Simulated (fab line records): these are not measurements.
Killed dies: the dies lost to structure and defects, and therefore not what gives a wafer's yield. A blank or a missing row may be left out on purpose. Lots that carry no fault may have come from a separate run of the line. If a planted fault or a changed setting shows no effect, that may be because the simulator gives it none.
Which tool is to blame? / flow gf180mcu / 36 wafers from 12 lots sampled at 3 of the route's 602 steps

== WHAT THE GAUGES READ, wafer by wafer ==
GF_TOP_METAL_THK_MEAS_06: measures by xrf. Usual: TOP_METAL_ALCU_THK typically reads 915 nm, with standard deviation 8.8.
lot=L116; measured=day 27 22:10; on=film_metro-01; TOP_METAL_ALCU_THK (nm)=905 904 908; flag=
lot=L118; measured=day 28 06:56; on=film_metro-01; TOP_METAL_ALCU_THK (nm)=918 926 916; flag=
lot=L120; measured=day 29 02:06; on=film_metro-01; TOP_METAL_ALCU_THK (nm)=907 901 901; flag=
lot=L123; measured=day 29 22:38; on=film_metro-03; TOP_METAL_ALCU_THK (nm)=921 918 915; flag=
lot=L127; measured=day 31 02:10; on=film_metro-04; TOP_METAL_ALCU_THK (nm)=901 901 907; flag=
lot=L131; measured=day 32 05:28; on=film_metro-03; TOP_METAL_ALCU_THK (nm)=923 917 925; flag=
lot=L132; measured=day 32 07:33; on=film_metro-04; TOP_METAL_ALCU_THK (nm)=916 921 923; flag=
lot=L133; measured=day 32 13:27; on=film_metro-03; TOP_METAL_ALCU_THK (nm)=932 922 929; flag=
lot=L135; measured=day 33 01:43; on=film_metro-01; TOP_METAL_ALCU_THK (nm)=920 913 923; flag=
lot=L136; measured=day 33 04:06; on=film_metro-01; TOP_METAL_ALCU_THK (nm)=908 906 907; flag=
lot=L137; measured=day 33 07:59; on=film_metro-01; TOP_METAL_ALCU_THK (nm)=911 908 916; flag=
lot=L138; measured=day 33 13:52; on=film_metro-04; TOP_METAL_ALCU_THK (nm)=915 917 908; flag=

== WHICH TOOL RAN EACH LOT (tool, then ch and the chambers of the sampled wafers, then the start) ==
lot=L116; GF_V4_CMP_26=cmp-01 ch 0,2, day 25 02:53; GF_V5_SPUTTER_21=pvd_sputter-02, day 27 21:07
lot=L118; GF_V4_CMP_26=cmp-02 ch 1,2,3, day 25 13:21; GF_V5_SPUTTER_21=pvd_sputter-04, day 28 05:53
lot=L120; GF_V4_CMP_26=cmp-01 ch 0,2,3, day 26 09:46; GF_V5_SPUTTER_21=pvd_sputter-04, day 29 01:04
lot=L123; GF_V4_CMP_26=cmp-02 ch 0,3, day 27 07:46; GF_V5_SPUTTER_21=pvd_sputter-03, day 29 21:34
lot=L127; GF_V4_CMP_26=cmp-02 ch 2,3, day 28 14:42; GF_V5_SPUTTER_21=pvd_sputter-03, day 31 01:08
lot=L131; GF_V4_CMP_26=cmp-01 ch 1,2,3, day 29 15:51; GF_V5_SPUTTER_21=pvd_sputter-04, day 32 00:40
lot=L132; GF_V4_CMP_26=cmp-01 ch 1,2,3, day 29 21:37; GF_V5_SPUTTER_21=pvd_sputter-04, day 32 06:14
lot=L133; GF_V4_CMP_26=cmp-02 ch 0,1, day 30 06:43; GF_V5_SPUTTER_21=pvd_sputter-04, day 32 12:24
lot=L135; GF_V4_CMP_26=cmp-02 ch 0,1,3, day 30 17:09; GF_V5_SPUTTER_21=pvd_sputter-03, day 33 00:41
lot=L136; GF_V4_CMP_26=cmp-01 ch 0,2,3, day 30 22:25; GF_V5_SPUTTER_21=pvd_sputter-03, day 33 03:03
lot=L137; GF_V4_CMP_26=cmp-02 ch 0,1, day 31 03:13; GF_V5_SPUTTER_21=pvd_sputter-04, day 33 06:57
lot=L138; GF_V4_CMP_26=cmp-01 ch 1,2,3, day 31 09:23; GF_V5_SPUTTER_21=pvd_sputter-03, day 33 12:49
- GF_V4_CMP_26: polishes, stops on SiO2, t overpolish 15 s, target thk 0 nm.
- GF_V5_SPUTTER_21: material Ti, target thk 15 nm, time 80.02 s.

== AS READ BY THE TOOLS THEMSELVES (means over the sampled wafers that have a number; for cases with no such wafer, the mark the record gives instead) ==
GF_V4_CMP_26. Usual: motor_current_A 10.1 A, standard deviation 0.83; overpolish_run_s 15.000 s, standard deviation 0.0092; slurry_flow_ml_min 150.0, standard deviation 0.52; time_to_endpoint_s 86 s, standard deviation 3.4.
lot=L116; tool=cmp-01; motor_current_A (A)=9.6; overpolish_run_s (s)=15.002; slurry_flow_ml_min=149.9; time_to_endpoint_s (s)=89; flag=
lot=L118; tool=cmp-02; motor_current_A (A)=10.3; overpolish_run_s (s)=14.995; slurry_flow_ml_min=150.0; time_to_endpoint_s (s)=93; flag=
lot=L120; tool=cmp-01; motor_current_A (A)=9.4; overpolish_run_s (s)=14.994; slurry_flow_ml_min=149.8; time_to_endpoint_s (s)=84; flag=
lot=L123; tool=cmp-02; motor_current_A (A)=10.7; overpolish_run_s (s)=14.992; slurry_flow_ml_min=150.2; time_to_endpoint_s (s)=89; flag=
lot=L127; tool=cmp-02; motor_current_A (A)=9.4; overpolish_run_s (s)=14.983; slurry_flow_ml_min=150.5; time_to_endpoint_s (s)=87; flag=
lot=L131; tool=cmp-01; motor_current_A (A)=9.8; overpolish_run_s (s)=14.993; slurry_flow_ml_min=150.2; time_to_endpoint_s (s)=83; flag=
lot=L132; tool=cmp-01; motor_current_A (A)=9.6; overpolish_run_s (s)=15.003; slurry_flow_ml_min=150.1; time_to_endpoint_s (s)=85; flag=
lot=L133; tool=cmp-02; motor_current_A (A)=11.5; overpolish_run_s (s)=14.996; slurry_flow_ml_min=149.9; time_to_endpoint_s (s)=88; flag=
lot=L135; tool=cmp-02; motor_current_A (A)=11.0; overpolish_run_s (s)=14.997; slurry_flow_ml_min=150.0; time_to_endpoint_s (s)=87; flag=
lot=L136; tool=cmp-01; motor_current_A (A)=9.8; overpolish_run_s (s)=15.006; slurry_flow_ml_min=150.3; time_to_endpoint_s (s)=84; flag=
lot=L137; tool=cmp-02; motor_current_A (A)=11.3; overpolish_run_s (s)=15.002; slurry_flow_ml_min=149.5; time_to_endpoint_s (s)=85; flag=
lot=L138; tool=cmp-01; motor_current_A (A)=9.4; overpolish_run_s (s)=14.999; slurry_flow_ml_min=149.6; time_to_endpoint_s (s)=84; flag=

GF_V5_SPUTTER_21. Usual: 29.8 % for throttle_valve_pct, sd 0.82.
lot=L116; tool=pvd_sputter-02; throttle_valve_pct (%)=28.6; flag=
lot=L118; tool=pvd_sputter-04; throttle_valve_pct (%)=30.2; flag=
lot=L120; tool=pvd_sputter-04; throttle_valve_pct (%)=29.7; flag=
lot=L123; tool=pvd_sputter-03; throttle_valve_pct (%)=29.3; flag=
lot=L127; tool=pvd_sputter-03; throttle_valve_pct (%)=30.3; flag=
lot=L131; tool=pvd_sputter-04; throttle_valve_pct (%)=29.8; flag=
lot=L132; tool=pvd_sputter-04; throttle_valve_pct (%)=29.8; flag=
lot=L133; tool=pvd_sputter-04; throttle_valve_pct (%)=30.5; flag=
lot=L135; tool=pvd_sputter-03; throttle_valve_pct (%)=29.7; flag=
lot=L136; tool=pvd_sputter-03; throttle_valve_pct (%)=30.1; flag=
lot=L137; tool=pvd_sputter-04; throttle_valve_pct (%)=30.4; flag=
lot=L138; tool=pvd_sputter-03; throttle_valve_pct (%)=29.9; flag=

== THE ANSWER, worked out from the rows above alone ==
Rule: a lot counts as off when the mean over its wafers that have a number is more than 3 standard deviations away from the usual mean. A lot without any number at a reading at which 4 lots or more have one is off too. Where the step has rows for the other lots, those lots are counted as sound. Order of review: gauges by route order, followed by the tools' own readings, for which a lot's mean as printed above is used. At the first step where some lot is off, the reading lying furthest off is the one used; lots without a number count as furthest.
No lot is off at any reading shown: from this, nothing can be told.

== WHAT WAS PUT IN BY THE SIMULATOR ==
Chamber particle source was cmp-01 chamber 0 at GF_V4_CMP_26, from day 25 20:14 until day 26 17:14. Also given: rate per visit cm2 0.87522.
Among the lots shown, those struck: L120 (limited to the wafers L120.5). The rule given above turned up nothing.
